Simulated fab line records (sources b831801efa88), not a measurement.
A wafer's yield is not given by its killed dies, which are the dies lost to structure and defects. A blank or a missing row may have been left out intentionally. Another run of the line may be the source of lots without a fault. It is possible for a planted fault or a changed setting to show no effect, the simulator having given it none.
Comparing a struck lot with a sound one -- flow sky130 -- 15 out of 708 route steps
Sound: wafers L624.2, L624.3, L624.6. Wafers L631.1, L631.2, L631.4 were the ones struck. The cause is given at the end.
Per side, at each step with rows, come the tool, then ch with its chambers, and then its first start. Under that, the readings that differ: sound wafers -- struck wafers -- difference of the means -- sigmas: that difference in standard deviations of wafers without a fault.
alike: a reading whose means differ by less than 2 such deviations, as well as words and numbers matching on both sides. not compared: withheld readings; readings where some wafer has no value; bounds like >300 that might hide an equal value; numbers whose values overlap and for which the record gives no deviation.
Wherever a step has rows on one side only, a row that says differs or no value, or a row with sigmas, the two part there. Numbers that don't overlap but have no deviation are shown without sigmas and don't part them. Lack of a reading on every wafer of one side parts them only where that side has two or more wafers.

first, 4 steps without rows for these wafers: SKY_LDD_N_SOFTBAKE_03 (time 60 s); SKY_LDD_N_EXPOSE_04 (exposes mask NTM, target cd 840 nm); SKY_LDD_N_PEB_05; SKY_LDD_N_DEVELOP_06 (develop time 60 s).
SKY_LDD_N_OVL_MEAS_07:
  sound: overlay-02 at day 20 10:01; struck: overlay-01 at day 22 04:33
  alike: LDD_N_OVL
then, 7 steps without rows for these wafers: SKY_LDD_N_IMPLANT_08; SKY_LDD_N_IMPLANT_09; SKY_LDD_N_IMPLANT_10; SKY_LDD_N_IMPLANT_11; SKY_LDD_N_IMPLANT_12; SKY_LDD_N_IMPLANT_13; SKY_LDD_N_IMPLANT_14.
SKY_LDD_N_IMPLANT_15:
  sound on implanter-04 ch 0, day 20 11:07; struck on implanter-02 ch 0, day 22 05:38
reading,sound,struck,difference,sigmas
implant ion amu,49 49 49,75 75 75,+26,
model.implant.drp nm (nm),18.83 18.83 18.83,13.3 13.3 13.3,-5.5,
model.implant.rp nm (nm),32.48 32.48 32.48,27.84 27.84 27.84,-4.64,
  alike: rotation deg
SKY_LDD_N_STRIP_16: strips in O2/N2.
  sound on plasma asher-01 ch 0,1, day 20 11:14; struck on plasma asher-02 ch 0,1, day 22 05:47
  alike: drypump motor current A, oes product au, strip time to endpoint s
  not compared: rf hours counter h
-- the record jumps here: 26 days lie between the struck wafers' starts before and after (it left off in module LDD_N and takes up again in module PAD_OPEN, whose first step shown is number 708 of the route) --
SKY_PAD_OPEN_PROBE_99:
  sound: prober-02 at day 47 13:41; struck: prober-01 at day 48 17:38
reading,sound,struck,difference,sigmas
killed at other,0 2 1,0 0 0,-1,-2
model.etest.nfet_01v8_turned.drive ua um,502.2 505 506.8,558 564.6 558.3,+56,
model.etest.nfet_01v8.r on ohm um,823.3 833.8 821,786.7 781.2 780.5,-43.2,
model.etest.nfet_01v8_lvt.drive ua um,572.4 574.3 578.9,619.3 623.6 624.1,+47.1,
model.etest.nfet_01v8.drive ua um,503.1 506.7 503.3,542.5 546 546.7,+40.7,
model.etest.nfet_01v8_swapped.drive ua um,496.1 507.4 504.1,541.4 552.5 541.8,+42.7,
model.etest.tip n.rs ohm sq,437.5 437.4 442.3,422.8 427.3 425.8,-13.8,
model.etest.nfet_01v8_turned.off log10 a um,-13.38 -13.31 -13.43,-13 -13.01 -13.18,+0,
model.etest.nfet_01v8.off log10 a um,-13.22 -13.41 -13.34,-13.13 -13.06 -13.1,+0.23,
  alike: killed_at_M0_to_M3, killed_at_M4_up, killed at contacts, killed at front end, killed dies, killed open, killed short

WHERE THEY PART
At SKY_PAD_OPEN_PROBE_99 and nowhere else, as far as this record goes.

WHY: what had been put in by the simulator
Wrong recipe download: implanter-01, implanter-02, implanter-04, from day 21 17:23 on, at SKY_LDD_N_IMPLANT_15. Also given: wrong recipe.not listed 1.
